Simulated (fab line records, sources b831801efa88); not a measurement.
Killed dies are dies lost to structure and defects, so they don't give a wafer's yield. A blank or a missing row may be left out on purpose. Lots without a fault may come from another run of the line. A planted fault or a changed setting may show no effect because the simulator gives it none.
One fault seen from 2 desks | flow gf180mcu | each desk has only its own numbers; what lay behind them comes last

THE METROLOGY DESK
What the gauges read, lot by lot, whatever tool the lot ran on: means of the sampled wafers that have a number. A lot is out of limits, marked OUT, if its mean lies more than 4 standard deviations from the usual mean; the brackets give that distance.
Columns: A = M1_ALCU_RS at GF_M1_RS_MEAS_05, usual 0.0693 ohm/sq
lot  | first seen here | A
L205 | day 16 02:44    | 0.0688
L207 | day 16 20:53    | 0.0694
L208 | day 17 07:22    | 0.0699
L209 | day 17 15:23    | 0.0693
L210 | day 18 03:01    | 0.0696
L212 | day 18 23:44    | 0.0704
L213 | day 19 06:51    | 0.0693
L214 | day 19 15:13    | 0.0693
L215 | day 20 01:50    | 0.0698
L216 | day 20 05:37    | 0.0685
L217 | day 21 00:29    | 0.0699
L222 | day 22 09:38    | 0.0695
L223 | day 22 17:47    | 0.0700
This desk's finding: nothing out of limits on any of the 13 lots.

THE TOOL OWNER'S DESK: cmp-01
The tool's own readings at GF_CONTACT_CMP_27 (polishes, stops on SiO2, t overpolish 15 s, target thk 0 nm): means of the sampled wafers that have a number, for each lot that ran on this tool. A lot is out of limits, marked OUT, if its mean lies more than 4 standard deviations from the usual mean; the brackets give that distance.
Columns: A = motor_current_A at GF_CONTACT_CMP_27, usual 10.7 A; B = overpolish_run_s at GF_CONTACT_CMP_27, usual 15.000 s; C = retaining_ring_pressure_frac at GF_CONTACT_CMP_27, usual 1.000; D = time_to_endpoint_s at GF_CONTACT_CMP_27, usual 71.2 s
lot  | first seen here | A    | B                        | C     | D
L208 | day 17 06:54    | 10.4 | 15.005                   | 0.997 | 73.4
L209 | day 17 14:58    | 11.0 | 15.004                   | 0.999 | 68.8
L210 | day 18 02:29    | 10.5 | 15.002                   | 0.997 | 70.7
L213 | day 19 06:23    | 9.9  | 14.998                   | 1.007 | 74.3
L215 | day 20 01:19    | 10.0 | 14.993                   | 1.004 | 67.6
L216 | day 20 05:06    | 10.9 | 15.003                   | 1.001 | 69.6
L217 | day 20 23:58    | 11.4 | 15.002                   | 0.999 | 66.9
L222 | day 22 09:07    | 10.4 | 10.010 (-99 or more) OUT | 1.004 | 86.6 (+5.9) OUT
L223 | day 22 17:19    | 10.5 | 10.017 (-99 or more) OUT | 0.997 | 86.4 (+5.8) OUT
This desk's finding: out of limits on L222, L223; first on L222, day 22 09:07 (overpolish_run_s at GF_CONTACT_CMP_27). In limits: L208, L209, L210, L213, L215, L216, L217.

PUT TOGETHER
The tool owner's desk could have raised an alarm at day 22 09:07, on L222, L223.
The metrology desk saw nothing out of limits.
The metrology desk has L222, L223 on record, within its limits.
Of the lots named, all ran GF_CONTACT_CMP_27 on cmp-01.

WHAT THE SIMULATOR HAD PUT IN
Process parameter drift: cmp-01, from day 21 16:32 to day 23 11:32, at GF_CONTACT_CMP_27. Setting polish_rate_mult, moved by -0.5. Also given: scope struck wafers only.
Lots struck among those shown: L222, L223.
Hours from the fault's start to each desk's first reading out of limits: the tool owner's desk, 17.
